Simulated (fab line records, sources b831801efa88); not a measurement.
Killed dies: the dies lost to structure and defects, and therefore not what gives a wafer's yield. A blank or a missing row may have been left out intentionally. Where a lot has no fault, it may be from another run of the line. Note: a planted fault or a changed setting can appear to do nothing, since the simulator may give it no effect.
A lot that was struck, set against a sound lot -- flow gf180mcu -- 43 out of 602 route steps
Sound: these wafers, L369.1, L369.3, L369.6. Wafers L374.1, L374.3, L374.6 were the ones struck. At the end, the cause is stated.
For every step that has rows: the tool of each side, followed by ch and its chambers, followed by its first start. Under that, the readings that differ: sound wafers -- struck wafers -- difference of the means -- sigmas: that difference in standard deviations of wafers without a fault.
alike: words and numbers the same on both sides, and readings whose means are apart by under 2 such deviations; not compared: readings that were withheld, readings missing a value for some wafer, numbers with overlapping values and no deviation given by the record, and bounds like >300 which may hide the same value.
Wherever a step has rows on one side only, a row that says differs or no value, or a row with sigmas, the two part there. When numbers do not overlap yet have no deviation, they are printed without sigmas and do not part them. A reading missing from all wafers of one side parts the sides only when that side holds two or more wafers.

first, 2 steps without rows for these wafers: GF_LVPWELL_IMPLANT_08; GF_LVPWELL_IMPLANT_09.
GF_LVPWELL_STRIP_10: strips in O2/N2.
  sound on plasma-asher-04 ch 0,1, day 5 11:47; struck on plasma-asher-04 ch 1, day 6 22:05
  alike: drypump-motor-current-A, heater-power-w, oes-product-au, strip-time-to-endpoint-s
  not compared: rf-hours-counter-h
GF_LVPWELL_TW_MEAS_11:
  sound: film-metro-04 at day 5 11:53; struck: film-metro-04 at day 6 22:11
  alike: LVPWELL_TW
then, 7 steps without rows for these wafers: GF_MVSD_DEHYDRATE_00 (time 60 s); GF_MVSD_HMDS_01 (prime time 60 s); GF_MVSD_COAT_02 (resist thk 3000 nm); GF_MVSD_SOFTBAKE_03; GF_MVSD_EXPOSE_04 (exposes mask MVSD, target cd 1000 nm); GF_MVSD_PEB_05; GF_MVSD_DEVELOP_06 (develop time 60 s).
GF_MVSD_OVL_MEAS_07:
  sound: overlay-02 at day 6 02:10; struck: overlay-02 at day 7 12:56
  alike: MVSD_OVL
GF_MVSD_IMPLANT_08:
  sound on implanter-02 ch 0, day 6 02:11; struck on implanter-02 ch 0, day 7 12:58
reading,sound,struck,difference,sigmas
beam-on-s (s),10.17 10.42 9.97,13.84 14.59 14.39,+4.09,+19
faraday-current-uA,88.4 86.6 90.3,65.5 61.9 63.0,-25.0,-13
following that, these wafers have no rows for 1 step: GF_MVSD_IMPLANT_09.
GF_MVSD_STRIP_10: strips in O2/N2.
  sound on plasma-asher-04 ch 0,1, day 6 02:29; struck on plasma-asher-02 ch 0,1, day 7 13:16
  alike: drypump-motor-current-A, heater-power-w, oes-product-au, strip-time-to-endpoint-s
  not compared: rf-hours-counter-h
GF_MVSD_TW_MEAS_11:
  sound: film-metro-03 at day 6 02:35; struck: film-metro-01 at day 7 13:36
reading,sound,struck,difference,sigmas
MVSD_TW,1592 1590 1583,1762 1768 1773,+179,+24
  not compared: hold
then, 6 steps without rows for these wafers: GF_MVPSD_HMDS_01 (prime time 60 s); GF_MVPSD_COAT_02 (resist thk 3000 nm); GF_MVPSD_SOFTBAKE_03; GF_MVPSD_EXPOSE_04 (exposes mask MVPSD, target cd 1000 nm); GF_MVPSD_PEB_05; GF_MVPSD_DEVELOP_06 (develop time 60 s).
GF_MVPSD_OVL_MEAS_07:
  sound: overlay-02 at day 6 17:32; struck: overlay-02 at day 8 05:19
  alike: MVPSD_OVL
then, 2 steps without rows for these wafers: GF_MVPSD_IMPLANT_08; GF_MVPSD_IMPLANT_09.
GF_MVPSD_STRIP_10: strips in O2/N2.
  sound on plasma-asher-04 ch 0, day 6 17:53; struck on plasma-asher-02 ch 0,1, day 8 05:38
  alike: drypump-motor-current-A, heater-power-w, oes-product-au, strip-time-to-endpoint-s
  not compared: rf-hours-counter-h
GF_MVPSD_TW_MEAS_11:
  sound: film-metro-01 at day 6 17:59; struck: film-metro-03 at day 8 05:44
  alike: MVPSD_TW
then, 7 steps without rows for these wafers: GF_VT_IMPLANT_DEHYDRATE_00 (time 60 s); GF_VT_IMPLANT_HMDS_01 (prime time 60 s); GF_VT_IMPLANT_COAT_02 (resist thk 1000 nm); GF_VT_IMPLANT_SOFTBAKE_03 (time 60 s); GF_VT_IMPLANT_EXPOSE_04 (exposes mask LVPWELL LV AREA, target cd 600 nm); GF_VT_IMPLANT_PEB_05; GF_VT_IMPLANT_DEVELOP_06 (develop time 60 s).
GF_VT_IMPLANT_OVL_MEAS_07:
  sound: overlay-01 at day 7 08:18; struck: overlay-02 at day 8 21:38
  alike: VT_IMPLANT_OVL
following that, these wafers have no rows for 1 step: GF_VT_IMPLANT_IMPLANT_08.
GF_VT_IMPLANT_STRIP_09: strips in O2/N2.
  sound on plasma-asher-01 ch 0,1, day 7 08:29; struck on plasma-asher-01 ch 0,1, day 8 21:50
  alike: drypump-motor-current-A, heater-power-w, oes-product-au, strip-time-to-endpoint-s
  not compared: rf-hours-counter-h
GF_VT_IMPLANT_TW_MEAS_10:
  sound: film-metro-02 at day 7 08:35; struck: film-metro-04 at day 8 21:56
  alike: VT_IMPLANT_TW
then, 3 steps without rows for these wafers: GF_VT_IMPLANT_DEHYDRATE_11 (time 60 s); GF_VT_IMPLANT_HMDS_12 (prime time 60 s); GF_VT_IMPLANT_COAT_13 (resist thk 993.2 nm).
-- the record jumps here: 2 days lie between the struck wafers' starts before and after --
GF_VT_IMPLANT_RS_MEAS_46: a four-point-probe measurement.
  sound: film-metro-03 at day 9 10:15; struck: film-metro-04 at day 11 03:59
reading,sound,struck,difference,sigmas
MVSD_RS (ohm/sq),457.7 457.3 458.3,383.8 384.8 384.3,-73.5,-61
  not compared: hold
following that, these wafers have no rows for 1 step: GF_PASSIVATION_PROBE_99.

WHERE THEY PART
At GF_MVSD_IMPLANT_08 first; at GF_VT_IMPLANT_RS_MEAS_46 last (within this record only).

WHY: what had been put in by the simulator
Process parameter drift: implanter-02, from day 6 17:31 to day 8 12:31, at GF_MVSD_IMPLANT_08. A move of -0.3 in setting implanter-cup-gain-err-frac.
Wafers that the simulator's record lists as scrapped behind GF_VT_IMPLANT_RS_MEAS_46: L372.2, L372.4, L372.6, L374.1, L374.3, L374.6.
